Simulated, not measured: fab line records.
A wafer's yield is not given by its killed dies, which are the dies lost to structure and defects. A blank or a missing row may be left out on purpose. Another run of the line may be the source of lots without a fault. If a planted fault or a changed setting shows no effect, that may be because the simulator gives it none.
Matching of chambers | flow gf180mcu | cmp-01 running GF_CONTACT_CMP_04: 4 sister chambers
The step polishes SiO2. 8 wafers are shown with their chamber, then 9 later ones without.

== WAFERS, EACH WITH ITS CHAMBER ==
wafer  | chamber | motor-current-A (A) | time-to-endpoint-s (s)
L125.3 | 0       | 11.2                | 110
L125.4 | 2       | 14.6                | 123
L128.2 | 3       | 15.9                | 111
L128.5 | 3       | 15.0                | 111
L128.6 | 0       | 11.4                | 113
L131.1 | 2       | 14.7                | 111
L131.2 | 1       | 11.5                | 109
L131.6 | 1       | 11.1                | 114

== WAFERS WHOSE CHAMBER IS MISSING ==
wafer  | motor-current-A (A) | time-to-endpoint-s (s)
L133.2 | 14.3                | 106
L133.3 | 11.4                | 99
L133.6 | 15.0                | 116
L140.2 | 11.0                | 104
L140.4 | 14.4                | 119
L140.5 | 11.4                | 121
L141.1 | 13.1                | 117
L141.4 | 10.9                | 120
L141.5 | 15.5                | 110

== CHAMBER TAKEN BY EACH ==
wafer  | from the rows above          | in truth
L133.2 | can't be placed: 2 or 3      | 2
L133.3 | can't be placed: 0 or 1      | 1
L133.6 | can't be placed: 2 or 3      | 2
L140.2 | can't be placed: 0 or 1      | 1
L140.4 | 2                            | 2
L140.5 | can't be placed: 0 or 1      | 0
L141.1 | can't be placed: 2 or 0 or 1 | 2
L141.4 | can't be placed: 0 or 1      | 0
L141.5 | 3                            | 3
Correct placement for 2 of the 9. From these rows, 7 cannot be placed; in 7 the true chamber is one of the candidates. Number placed wrongly: 0.
How it was worked out, from the rows above alone: a wafer's distance from a chamber is the root of the sum, over the readings, of the square of ((its reading less the chamber's mean) divided by the reading's scatter). If the next closest chamber is less than 2 further off than the closest, the wafer can't be placed; otherwise it belongs to the closest. A chamber's mean is the mean of its shown wafers. How the scatter is found: for the shown wafers, subtract from each reading the mean of its chamber, square and add these, divide the total by (wafers less chambers), then take the root.
